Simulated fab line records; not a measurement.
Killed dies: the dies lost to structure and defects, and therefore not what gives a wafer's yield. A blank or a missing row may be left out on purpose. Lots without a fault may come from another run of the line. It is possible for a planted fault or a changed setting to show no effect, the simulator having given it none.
What tool caused it? | flow sky130 | 14 lots with 42 wafers sampled at 4 steps, on a route of 708 steps

WHAT THE GAUGES SHOWED, per wafer
SKY_POLY_GATE_OVL_MEAS_14. Usual: for POLY_GATE_OVL the level is 1 nm and the standard deviation is 4.3.
lot  | measured     | on         | POLY_GATE_OVL (nm) | flag
L140 | day 15 17:48 | overlay-01 | 1 5 6              |
L142 | day 16 18:50 | overlay-01 | -1 4 6             |
L143 | day 17 07:41 | overlay-01 | 4 4 2              |
L145 | day 17 20:29 | overlay-02 | -6 -3 -2           |
L147 | day 18 18:23 | overlay-01 | 10 1 2             |
L148 | day 19 00:32 | overlay-01 | 1 -1 -1            |
L149 | day 20 03:02 | overlay-01 | -1 -4 -10          |
L151 | day 20 12:14 | overlay-01 | 9 6 5              |
L155 | day 21 16:59 | overlay-01 | 9 -3 -1            |
L156 | day 21 21:48 | overlay-02 | -7 -2 6            |
L159 | day 23 06:20 | overlay-01 | 1 3 1              |
L160 | day 23 17:26 | overlay-02 | -3 3 2             |
L161 | day 24 00:14 | overlay-02 | 1 -3 2             |
L163 | day 24 11:53 | overlay-01 | -5 -3 1            |

SKY_LDD_N_OVL_MEAS_07. Usual: for LDD_N_OVL the level is -0.4 nm and the standard deviation is 1.3.
lot  | measured     | on         | LDD_N_OVL (nm) | flag
L140 | day 17 02:37 | overlay-01 | -1.1 -2.2 1.6  |
L142 | day 18 01:40 | overlay-02 | 1.2 0.4 -1.1   |
L143 | day 18 14:35 | overlay-01 | 1.1 1.3 0.1    |
L145 | day 19 04:43 | overlay-01 | 0.2 -1.1 0.4   |
L147 | day 20 04:31 | overlay-02 | 0.1 2.0 1.4    |
L148 | day 20 10:10 | overlay-01 | -1.2 0.8 0.9   |
L149 | day 21 11:20 | overlay-01 | 0.0 -0.1 0.5   |
L151 | day 21 22:38 | overlay-02 | 0.5 0.6 0.1    |
L155 | day 23 01:20 | overlay-01 | -2.4 -1.4 -0.7 |
L156 | day 23 05:53 | overlay-01 | 0.4 -1.3 -0.7  |
L159 | day 24 15:13 | overlay-02 | -1.5 0.7 -1.7  |
L160 | day 25 00:47 | overlay-01 | -2.1 -2.3 -1.3 |
L161 | day 25 07:34 | overlay-01 | -0.8 2.1 -0.5  |
L163 | day 25 16:26 | overlay-02 | 0.0 0.2 -0.9   |

SKY_LDD_HVN_OVL_MEAS_07. Usual: for LDD_HVN_OVL the level is 0.3 nm and the standard deviation is 1.6.
lot  | measured     | on         | LDD_HVN_OVL (nm) | flag
L140 | day 19 16:50 | overlay-02 | -0.2 -0.1 -0.4   |
L142 | day 20 16:47 | overlay-01 | -2.0 -0.9 -0.6   |
L143 | day 21 05:52 | overlay-02 | 1.1 1.1 1.4      |
L145 | day 21 19:58 | overlay-01 | 3.8 2.6 1.4      |
L147 | day 22 19:26 | overlay-01 | 0.6 0.6 -0.4     |
L148 | day 23 01:05 | overlay-02 | 1.3 -0.7 1.9     |
L149 | day 24 02:29 | overlay-01 | 0.0 -1.8 1.0     |
L151 | day 24 12:44 | overlay-02 | -2.5 0.3 0.0     |
L155 | day 25 12:53 | overlay-02 | -2.5 -0.7 -2.1   |
L156 | day 25 17:11 | overlay-01 | 1.5 1.2 0.6      |
L159 | day 27 01:05 | overlay-02 | -2.7 -2.5 -1.8   |
L160 | day 27 10:29 | overlay-01 | 2.2 3.7 1.7      |
L161 | day 27 18:16 | overlay-01 | 2.0 2.5 0.0      |
L163 | day 28 02:28 | overlay-01 | 0.7 0.8 0.2      |

EACH LOT AND THE TOOL THAT RAN IT (in order: tool; ch and the chambers of the sampled wafers; start)
lot  | SKY_SONOS_ONO_WET_ETCH_18
L140 | wet-bench-01 ch 2, day 12 04:52
L142 | wet-bench-02 ch 1, day 13 03:17
L143 | wet-bench-03 ch 2, day 13 08:45
L145 | wet-bench-02 ch 0, day 13 22:58
L147 | wet-bench-02 ch 3, day 14 15:30
L148 | wet-bench-01 ch 1, day 15 02:10
L149 | wet-bench-01 ch 0, day 16 01:10
L151 | wet-bench-02 ch 3, day 16 10:01
L155 | wet-bench-02 ch 1, day 17 14:04
L156 | wet-bench-01 ch 0, day 17 19:35
L159 | wet-bench-01 ch 1, day 18 22:29
L160 | wet-bench-03 ch 3, day 19 14:27
L161 | wet-bench-02 ch 0, day 19 20:15
L163 | wet-bench-02 ch 0, day 20 09:35
- SKY_SONOS_ONO_WET_ETCH_18: etches Si3N4 in H3PO4, target depth 15 nm, time 172 s.

AS READ BY THE TOOLS THEMSELVES (means over the sampled wafers that have a number; for cases with no such wafer, the mark the record gives instead)
SKY_SONOS_ONO_WET_ETCH_18. Usual: bath-guard-temp-C 160.1 C, standard deviation 0.37; bath-heat-duty-pct 27.8 %, standard deviation 2.1.
lot  | tool         | bath-guard-temp-C (C) | bath-heat-duty-pct (%) | flag
L140 | wet-bench-01 | 160.4                 | 32.1                   |
L142 | wet-bench-02 | 160.6                 | 29.9                   |
L143 | wet-bench-03 | 159.9                 | 30.0                   |
L145 | wet-bench-02 | 160.0                 | 27.4                   |
L147 | wet-bench-02 | 160.3                 | 26.9                   |
L148 | wet-bench-01 | 160.2                 | 29.0                   |
L149 | wet-bench-01 | 160.2                 | 25.1                   |
L151 | wet-bench-02 | 160.4                 | 27.4                   |
L155 | wet-bench-02 | -                     | -                      | OFF
L156 | wet-bench-01 | -                     | -                      | OFF
L159 | wet-bench-01 | 160.3                 | 28.8                   |
L160 | wet-bench-03 | 159.8                 | 27.0                   |
L161 | wet-bench-02 | 160.0                 | 26.3                   |
L163 | wet-bench-02 | 160.2                 | 26.8                   |

THE ANSWER, worked out from the rows above alone
Rule: lot off if the mean of its wafers having a number is beyond 3 standard deviations from the usual mean. A lot without any number at a reading at which 4 lots or more have one is off too. All remaining lots with rows at the step are treated as sound. After the gauges, taken in route order, come the tools' own readings; for these a lot's mean is taken, as printed above. The first step at which some lot is off is used, and at that step the reading that is off furthest; a lot without a number counts as furthest.
Off, at SKY_SONOS_ONO_WET_ETCH_18 on bath-guard-temp-C: L155, L156. Without a number there: L155, L156.
A tool fits if, at that step or a process step before it, it ran every lot that is off, and no sound lot after the first of them. Not one of the candidates tried fits.

WHAT THE SIMULATOR HAD PUT IN
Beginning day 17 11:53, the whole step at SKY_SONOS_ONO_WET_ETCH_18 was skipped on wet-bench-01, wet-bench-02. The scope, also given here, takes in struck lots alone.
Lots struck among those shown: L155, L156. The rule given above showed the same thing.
